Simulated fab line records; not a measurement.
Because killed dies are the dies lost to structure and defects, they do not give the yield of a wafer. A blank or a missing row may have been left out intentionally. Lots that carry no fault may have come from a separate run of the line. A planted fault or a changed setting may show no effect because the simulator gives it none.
Check for tools in common -- flow sky130 -- 13 lots and 48 wafers in the sample

REASON IT WAS OPENED
3 of 13 lots carry a flag on the reading NWELL_RS at SKY_NWELL_RS_MEAS_29. Fault-free wafers read 624.7 ohm/sq, with a standard deviation of 1.5.
Rule: a lot gets a flag if all its wafers with a number sit over 4 standard deviations from that mean, or if no wafer of it has a number. The rest of the lots are taken to be sound.

lot,measured,on,"NWELL_RS (ohm/sq), wafer by wafer",flag
L785,day 5 05:53,film metro-04,594.3 592.5 594.0 594.7 593.6 593.8,FLAGGED
L786,day 5 18:22,film metro-03,624.6 623.8 623.7,
L789,day 6 08:01,film metro-04,594.5 593.1 593.2 594.5 592.6 593.1,FLAGGED
L794,day 7 14:26,film metro-01,594.8 595.6 594.8 595.9 595.3 595.5,FLAGGED
L797,day 8 07:46,film metro-01,625.2 624.4 624.7,
L798,day 8 13:14,film metro-04,624.5 626.4 626.3,
L799,day 8 17:50,film metro-04,624.2 624.1 626.0,
L802,day 9 17:05,film metro-03,626.7 625.5 626.7,
L804,day 10 02:42,film metro-01,626.2 627.2 626.9,
L805,day 10 08:20,film metro-04,621.5 622.1 624.6,
L806,day 10 15:59,film metro-03,624.9 623.4 625.5,
L808,day 11 17:49,film metro-03,624.4 625.8 624.7,
L807,day 11 18:10,film metro-01,625.3 624.9 622.9,
On average the flagged lots' numbers are 594.2 ohm/sq, which is -30.5 ohm/sq against the usual, or -20 standard deviations.

EACH LOT AND THE TOOL IT RAN ON
Before the reading, the record contains 2 process steps out of a 708-step route. Each cell gives the tool, then ch followed by the chambers the sampled wafers passed through, then the start.
lot,flag,SKY_NWELL_IMPLANT_12,SKY_NWELL_STRIP_14
L785,FLAGGED,"implanter-04 ch 0, day 4 12:17","plasma asher-03 ch 0,1, day 4 13:04"
L786,,"implanter-04 ch 0, day 4 23:06","plasma asher-02 ch 0,1, day 4 23:21"
L789,FLAGGED,"implanter-02 ch 0, day 5 13:46","plasma asher-02 ch 0,1, day 5 14:22"
L794,FLAGGED,"implanter-02 ch 0, day 6 19:24","plasma asher-01 ch 0,1, day 6 20:01"
L797,,"implanter-03 ch 0, day 7 10:10","plasma asher-01 ch 0,1, day 7 10:28"
L798,,"implanter-04 ch 0, day 7 16:35","plasma asher-03 ch 0,1, day 7 16:52"
L799,,"implanter-04 ch 0, day 7 21:00","plasma asher-03 ch 0, day 7 21:16"
L802,,"implanter-03 ch 0, day 8 18:26","plasma asher-02 ch 0,1, day 8 18:42"
L804,,"implanter-03 ch 0, day 9 04:53","plasma asher-03 ch 0,1, day 9 05:09"
L805,,"implanter-04 ch 0, day 9 09:36","plasma asher-02 ch 0,1, day 9 09:54"
L806,,"implanter-04 ch 0, day 9 16:46","plasma asher-02 ch 0,1, day 9 17:04"
L808,,"implanter-02 ch 0, day 10 17:06","plasma asher-03 ch 0,1, day 10 17:24"
L807,,"implanter-03 ch 0, day 10 17:28","plasma asher-02 ch 0,1, day 10 17:46"
What is done by these steps:
- SKY_NWELL_IMPLANT_12
- SKY_NWELL_STRIP_14: strips in O2/N2.
- SKY_NWELL_RS_MEAS_29: measures by four-point-probe.

FLAGGED AGAINST TOTAL, ONE TOOL AT A TIME (gauges that did the reading follow at the end)
step,tool,lots run,flagged,share of the flagged lots,sound lots run after its first flagged lot
SKY_NWELL_IMPLANT_12,implanter-02,3,2,some,1 (L808)
SKY_NWELL_IMPLANT_12,implanter-03,4,0,none,-
SKY_NWELL_IMPLANT_12,implanter-04,6,1,some,"5 (L786,L798,L799,L805,L806)"
SKY_NWELL_STRIP_14,plasma asher-01,2,1,some,1 (L797)
SKY_NWELL_STRIP_14,plasma asher-02,6,1,some,"4 (L802,L805,L806,L807)"
SKY_NWELL_STRIP_14,plasma asher-03,5,1,some,"4 (L798,L799,L804,L808)"
SKY_NWELL_RS_MEAS_29,film metro-01,4,1,some,"3 (L797,L804,L807)"
SKY_NWELL_RS_MEAS_29,film metro-03,4,0,none,-
SKY_NWELL_RS_MEAS_29,film metro-04,5,2,some,"3 (L798,L799,L805)"

THE TABLE: WHAT IT ALLOWS
No row of the table ran every flagged lot.

WHAT THE SIMULATOR HAD PUT IN
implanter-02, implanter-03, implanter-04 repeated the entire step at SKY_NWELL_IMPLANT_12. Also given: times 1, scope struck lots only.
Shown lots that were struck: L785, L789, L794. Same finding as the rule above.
